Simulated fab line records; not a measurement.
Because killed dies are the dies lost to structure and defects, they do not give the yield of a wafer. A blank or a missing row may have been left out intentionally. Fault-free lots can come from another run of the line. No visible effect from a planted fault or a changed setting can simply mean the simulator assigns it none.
What tool caused it? ; flow gf180mcu ; 6 lots, 17 wafers sampled, at 2 steps of a route of 602

== WHAT THE GAUGES READ, wafer by wafer ==
GF_PSD_RS_MEAS_14: uses a four-point probe to measure.
lot;measured;on;NSD_RS (ohm/sq)
L776;day 14 21:07;film-metro-01;46.15 46.33 46.21
L779;day 15 17:26;film-metro-02;46.19 46.35 46.15
L782;day 16 20:12;film-metro-01;46.28 46.16 46.09
L784;day 17 13:51;film-metro-01;47.86 47.97
L793;day 20 19:43;film-metro-02;46.19 46.17 46.14
L795;day 21 21:22;film-metro-01;46.18 46.27 46.24

== WHAT TOOL EACH LOT RAN ON (gives the tool, then ch and the chambers of the sampled wafers, and finally the start) ==
lot;GF_PSD_RTA_13
L776;rtp-anneal-02 ch 0, day 14 20:57
L779;rtp-anneal-02 ch 0, day 15 17:21
L782;rtp-anneal-02 ch 0, day 16 20:07
L784;rtp-anneal-02 ch 0, day 17 13:45
L793;rtp-anneal-02 ch 0, day 20 19:38
L795;rtp-anneal-02 ch 0, day 21 21:17
- GF_PSD_RTA_13: time 20 s.

== THE ANSWER, worked out from the rows above alone ==
Rule: usual is defined by the lots themselves. The widest of any qualifying gaps counts: lots, ordered by their means at a reading, are off when they make up no more than a third of the lots, leave a main group of 4 or more, and stand apart from it by 3 or more times the standard deviation of that group's means. The tables above print the reading to a certain number of digits; a main group whose means all agree to those digits is not used. A lot without any number at a reading at which 4 lots or more have one is off too. All remaining lots with rows at the step are treated as sound.
Off: L784, at GF_PSD_RS_MEAS_14 (NSD_RS). Main group: mean 46.21 ohm/sq, sd 0.029.
A tool fits if, at a process step before that reading, it ran every lot that is off, and no sound lot after the first of them. Gauges at GF_PSD_RS_MEAS_14: tried the same way as those tools. No candidate that was tried fits.

== WHAT WAS PUT IN BY THE SIMULATOR ==
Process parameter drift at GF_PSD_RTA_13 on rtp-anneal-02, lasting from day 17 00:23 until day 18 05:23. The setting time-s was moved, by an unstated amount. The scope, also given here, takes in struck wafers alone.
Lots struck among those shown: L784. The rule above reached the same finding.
